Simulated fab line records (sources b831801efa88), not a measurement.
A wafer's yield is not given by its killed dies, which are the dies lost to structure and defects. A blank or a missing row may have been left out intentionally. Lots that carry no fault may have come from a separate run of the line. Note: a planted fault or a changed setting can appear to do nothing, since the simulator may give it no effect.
What tool caused it? / flow gf180mcu / 12 lots, 36 wafers sampled, at 6 steps of a route of 602

== WHAT EACH GAUGE READ, for each wafer ==
GF_M2_RS_MEAS_05: measurement is done with a four-point probe.
lot=L629; measured=day 18 12:48; on=film_metro-03; M2_ALCU_RS (ohm/sq)=0.0694 0.0697 0.0697
lot=L630; measured=day 19 01:19; on=film_metro-03; M2_ALCU_RS (ohm/sq)=0.0696 0.0691 0.0685
lot=L632; measured=day 19 06:19; on=film_metro-03; M2_ALCU_RS (ohm/sq)=0.0687 0.0679 0.0689
lot=L633; measured=day 19 20:49; on=film_metro-03; M2_ALCU_RS (ohm/sq)=0.0694 0.0687 0.0693
lot=L634; measured=day 20 06:05; on=film_metro-02; M2_ALCU_RS (ohm/sq)=0.0696 0.0688 0.0693
lot=L635; measured=day 20 16:12; on=film_metro-03; M2_ALCU_RS (ohm/sq)=0.0694 0.0708 0.0691
lot=L636; measured=day 20 17:24; on=film_metro-04; M2_ALCU_RS (ohm/sq)=0.0695 0.0689 0.0691
lot=L638; measured=day 21 16:50; on=film_metro-03; M2_ALCU_RS (ohm/sq)=0.0696 0.0697 0.0703
lot=L645; measured=day 24 04:46; on=film_metro-04; M2_ALCU_RS (ohm/sq)=0.0649 0.0653 0.0647
lot=L646; measured=day 24 10:18; on=film_metro-03; M2_ALCU_RS (ohm/sq)=0.0651 0.0659 0.0646
lot=L648; measured=day 25 04:36; on=film_metro-03; M2_ALCU_RS (ohm/sq)=0.0683 0.0675 0.0683
lot=L651; measured=day 26 05:24; on=film_metro-02; M2_ALCU_RS (ohm/sq)=0.0683 0.0690 0.0690

GF_M2_THK_MEAS_06: measures by xrf.
lot=L629; measured=day 18 12:55; on=film_metro-03; M2_ALCU_THK (nm)=441 440 438
lot=L630; measured=day 19 01:26; on=film_metro-03; M2_ALCU_THK (nm)=442 446 449
lot=L632; measured=day 19 06:25; on=film_metro-03; M2_ALCU_THK (nm)=446 452 443
lot=L633; measured=day 19 20:55; on=film_metro-03; M2_ALCU_THK (nm)=442 448 443
lot=L634; measured=day 20 06:13; on=film_metro-02; M2_ALCU_THK (nm)=439 444 441
lot=L635; measured=day 20 16:19; on=film_metro-03; M2_ALCU_THK (nm)=439 432 442
lot=L636; measured=day 20 17:30; on=film_metro-04; M2_ALCU_THK (nm)=445 447 446
lot=L638; measured=day 21 16:58; on=film_metro-03; M2_ALCU_THK (nm)=439 438 435
lot=L645; measured=day 24 04:53; on=film_metro-04; M2_ALCU_THK (nm)=474 473 476
lot=L646; measured=day 24 10:25; on=film_metro-03; M2_ALCU_THK (nm)=470 465 470
lot=L648; measured=day 25 04:43; on=film_metro-03; M2_ALCU_THK (nm)=448 453 449
lot=L651; measured=day 26 05:31; on=film_metro-02; M2_ALCU_THK (nm)=450 442 444

== WHICH TOOL RAN EACH LOT (tool, then ch and the chambers of the sampled wafers, then the start) ==
lot=L629; GF_CONTACT_SPUTTER_23=pvd_sputter-04, day 16 11:18; GF_V1_CVD_02=pecvd-02 ch 0,1,2, day 17 11:50; GF_V1_CVD_23=cvd_w-02 ch 0,1, day 18 11:58; GF_M2_SPUTTER_02=pvd_sputter-01, day 18 12:41
lot=L630; GF_CONTACT_SPUTTER_23=pvd_sputter-04, day 16 23:35; GF_V1_CVD_02=pecvd-03 ch 0,1,2, day 17 23:42; GF_V1_CVD_23=cvd_w-01 ch 0,1, day 19 00:30; GF_M2_SPUTTER_02=pvd_sputter-03, day 19 01:13
lot=L632; GF_CONTACT_SPUTTER_23=pvd_sputter-01, day 17 03:14; GF_V1_CVD_02=pecvd-02 ch 0,1,2, day 18 04:05; GF_V1_CVD_23=cvd_w-02 ch 0,1, day 19 05:29; GF_M2_SPUTTER_02=pvd_sputter-03, day 19 06:12
lot=L633; GF_CONTACT_SPUTTER_23=pvd_sputter-04, day 17 16:02; GF_V1_CVD_02=pecvd-01 ch 0,1,2, day 18 17:57; GF_V1_CVD_23=cvd_w-01 ch 0,1, day 19 19:59; GF_M2_SPUTTER_02=pvd_sputter-01, day 19 20:42
lot=L634; GF_CONTACT_SPUTTER_23=pvd_sputter-04, day 18 01:55; GF_V1_CVD_02=pecvd-03 ch 0,2, day 19 03:09; GF_V1_CVD_23=cvd_w-01 ch 0,1, day 20 05:08; GF_M2_SPUTTER_02=pvd_sputter-01, day 20 06:00
lot=L635; GF_CONTACT_SPUTTER_23=pvd_sputter-03, day 18 11:18; GF_V1_CVD_02=pecvd-01 ch 1,2, day 19 13:15; GF_V1_CVD_23=cvd_w-02 ch 0,1, day 20 15:14; GF_M2_SPUTTER_02=pvd_sputter-01, day 20 16:07
lot=L636; GF_CONTACT_SPUTTER_23=pvd_sputter-03, day 18 13:30; GF_V1_CVD_02=pecvd-02 ch 0,1,2, day 19 15:05; GF_V1_CVD_23=cvd_w-02 ch 0,1, day 20 16:35; GF_M2_SPUTTER_02=pvd_sputter-03, day 20 17:16
lot=L638; GF_CONTACT_SPUTTER_23=pvd_sputter-03, day 19 12:35; GF_V1_CVD_02=pecvd-02 ch 0,2, day 20 14:22; GF_V1_CVD_23=cvd_w-02 ch 0,1, day 21 16:01; GF_M2_SPUTTER_02=pvd_sputter-03, day 21 16:45
lot=L645; GF_CONTACT_SPUTTER_23=pvd_sputter-03, day 22 03:06; GF_V1_CVD_02=pecvd-02 ch 1,2, day 23 03:46; GF_V1_CVD_23=cvd_w-02 ch 0,1, day 24 03:57; GF_M2_SPUTTER_02=pvd_sputter-01, day 24 04:40
lot=L646; GF_CONTACT_SPUTTER_23=pvd_sputter-01, day 22 08:50; GF_V1_CVD_02=pecvd-02 ch 0,2, day 23 09:14; GF_V1_CVD_23=cvd_w-01 ch 0,1, day 24 09:29; GF_M2_SPUTTER_02=pvd_sputter-01, day 24 10:13
lot=L648; GF_CONTACT_SPUTTER_23=pvd_sputter-01, day 23 04:41; GF_V1_CVD_02=pecvd-02 ch 0,1,2, day 24 05:02; GF_V1_CVD_23=cvd_w-01 ch 0,1, day 25 03:47; GF_M2_SPUTTER_02=pvd_sputter-03, day 25 04:31
lot=L651; GF_CONTACT_SPUTTER_23=pvd_sputter-04, day 24 06:06; GF_V1_CVD_02=pecvd-02 ch 0,1,2, day 25 06:11; GF_V1_CVD_23=cvd_w-02 ch 0,1, day 26 04:35; GF_M2_SPUTTER_02=pvd_sputter-03, day 26 05:18
- GF_CONTACT_SPUTTER_23: material TiN, target thk 10 nm, time 40 s.
- GF_V1_CVD_02: deposits SiO2 from TEOS, target thk 850 nm, time 94.851 s.
- GF_V1_CVD_23: deposits W, target thk 350 nm, time 105.05 s.
- GF_M2_SPUTTER_02: material AlCu, target thk 450 nm, time 23.9 s.

== WHAT THE TOOLS THEMSELVES READ (means of the sampled wafers that have a number; where no wafer has one, the mark that the record gives instead) ==
GF_CONTACT_SPUTTER_23.
lot=L629; tool=pvd_sputter-04; cathode_dc_power_W (W)=4000.2; throttle_valve_pct (%)=28.9
lot=L630; tool=pvd_sputter-04; cathode_dc_power_W (W)=4000.1; throttle_valve_pct (%)=30.2
lot=L632; tool=pvd_sputter-01; cathode_dc_power_W (W)=3999.1; throttle_valve_pct (%)=29.5
lot=L633; tool=pvd_sputter-04; cathode_dc_power_W (W)=4000.0; throttle_valve_pct (%)=29.3
lot=L634; tool=pvd_sputter-04; cathode_dc_power_W (W)=4000.2; throttle_valve_pct (%)=30.1
lot=L635; tool=pvd_sputter-03; cathode_dc_power_W (W)=3999.6; throttle_valve_pct (%)=30.5
lot=L636; tool=pvd_sputter-03; cathode_dc_power_W (W)=4000.3; throttle_valve_pct (%)=29.3
lot=L638; tool=pvd_sputter-03; cathode_dc_power_W (W)=4000.0; throttle_valve_pct (%)=29.4
lot=L645; tool=pvd_sputter-03; cathode_dc_power_W (W)=3999.3; throttle_valve_pct (%)=29.2
lot=L646; tool=pvd_sputter-01; cathode_dc_power_W (W)=3999.4; throttle_valve_pct (%)=28.9
lot=L648; tool=pvd_sputter-01; cathode_dc_power_W (W)=4000.4; throttle_valve_pct (%)=29.7
lot=L651; tool=pvd_sputter-04; cathode_dc_power_W (W)=4000.2; throttle_valve_pct (%)=30.1

GF_V1_CVD_02.
lot=L629; tool=pecvd-02; heater_power_w (W)=657
lot=L630; tool=pecvd-03; heater_power_w (W)=619
lot=L632; tool=pecvd-02; heater_power_w (W)=662
lot=L633; tool=pecvd-01; heater_power_w (W)=669
lot=L634; tool=pecvd-03; heater_power_w (W)=614
lot=L635; tool=pecvd-01; heater_power_w (W)=638
lot=L636; tool=pecvd-02; heater_power_w (W)=651
lot=L638; tool=pecvd-02; heater_power_w (W)=621
lot=L645; tool=pecvd-02; heater_power_w (W)=645
lot=L646; tool=pecvd-02; heater_power_w (W)=619
lot=L648; tool=pecvd-02; heater_power_w (W)=663
lot=L651; tool=pecvd-02; heater_power_w (W)=676

GF_V1_CVD_23.
lot=L629; tool=cvd_w-02; heater_power_w (W)=1009
lot=L630; tool=cvd_w-01; heater_power_w (W)=981
lot=L632; tool=cvd_w-02; heater_power_w (W)=1008
lot=L633; tool=cvd_w-01; heater_power_w (W)=976
lot=L634; tool=cvd_w-01; heater_power_w (W)=991
lot=L635; tool=cvd_w-02; heater_power_w (W)=955
lot=L636; tool=cvd_w-02; heater_power_w (W)=996
lot=L638; tool=cvd_w-02; heater_power_w (W)=1012
lot=L645; tool=cvd_w-02; heater_power_w (W)=958
lot=L646; tool=cvd_w-01; heater_power_w (W)=948
lot=L648; tool=cvd_w-01; heater_power_w (W)=944
lot=L651; tool=cvd_w-02; heater_power_w (W)=1024

GF_M2_SPUTTER_02.
lot=L629; tool=pvd_sputter-01; cathode_dc_power_W (W)=10599; throttle_valve_pct (%)=29.0
lot=L630; tool=pvd_sputter-03; cathode_dc_power_W (W)=10600; throttle_valve_pct (%)=29.9
lot=L632; tool=pvd_sputter-03; cathode_dc_power_W (W)=10599; throttle_valve_pct (%)=29.5
lot=L633; tool=pvd_sputter-01; cathode_dc_power_W (W)=10599; throttle_valve_pct (%)=29.4
lot=L634; tool=pvd_sputter-01; cathode_dc_power_W (W)=10600; throttle_valve_pct (%)=28.5
lot=L635; tool=pvd_sputter-01; cathode_dc_power_W (W)=10598; throttle_valve_pct (%)=29.2
lot=L636; tool=pvd_sputter-03; cathode_dc_power_W (W)=10600; throttle_valve_pct (%)=30.0
lot=L638; tool=pvd_sputter-03; cathode_dc_power_W (W)=10603; throttle_valve_pct (%)=30.7
lot=L645; tool=pvd_sputter-01; cathode_dc_power_W (W)=11349; throttle_valve_pct (%)=29.8
lot=L646; tool=pvd_sputter-01; cathode_dc_power_W (W)=11349; throttle_valve_pct (%)=29.7
lot=L648; tool=pvd_sputter-03; cathode_dc_power_W (W)=10600; throttle_valve_pct (%)=29.3
lot=L651; tool=pvd_sputter-03; cathode_dc_power_W (W)=10599; throttle_valve_pct (%)=30.0

== THE ANSWER, worked out from the rows above alone ==
Rule: the lots themselves supply what counts as usual. Put in order of their means at a reading, lots are off if they are a third of the lots or fewer, leave a main group of 4 or more, and stand apart from it by a gap of 3 or more times the standard deviation of the main group's means; of several such gaps the widest counts. If all means in a main group match to the digits the tables above print for the reading, that group is not used. A lot without any number at a reading at which 4 lots or more have one is off too. Any other lot the step has rows for is counted as sound. After the gauges, taken in route order, come the tools' own readings; for these a lot's mean is taken, as printed above. The first step at which some lot is off is used, and at that step the reading that is off furthest; a lot without a number counts as furthest.
Off: L645, L646, at GF_M2_RS_MEAS_05 (M2_ALCU_RS). The main group: mean 0.0691 ohm/sq, standard deviation 0.00054.
A tool fits if, at a process step before that reading, it ran every lot that is off, and no sound lot after the first of them. The gauges at GF_M2_RS_MEAS_05 aren't tried: what is off there is off at GF_CONTACT_SPUTTER_23 too, on other tools, and a gauge's error can't cause that. One fits: GF_M2_SPUTTER_02 on pvd_sputter-01. Its last sound lot is L635 (day 20 16:07), its first lot that is off L645 (day 24 04:40): a fault that began between those two fits.
The tool's own readings at GF_M2_SPUTTER_02 bear it out: on the lots that are off they differ by more than 5 times the standard deviation of the sound lots' means. cathode_dc_power_W reads 11349 W there against 10600 W on the sound lots.

== WHAT THE SIMULATOR PUT IN ==
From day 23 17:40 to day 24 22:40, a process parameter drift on pvd_sputter-01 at GF_M2_SPUTTER_02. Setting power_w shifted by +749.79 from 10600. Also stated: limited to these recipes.
Struck lots among those shown: L645, L646. The rule given above showed the same thing.
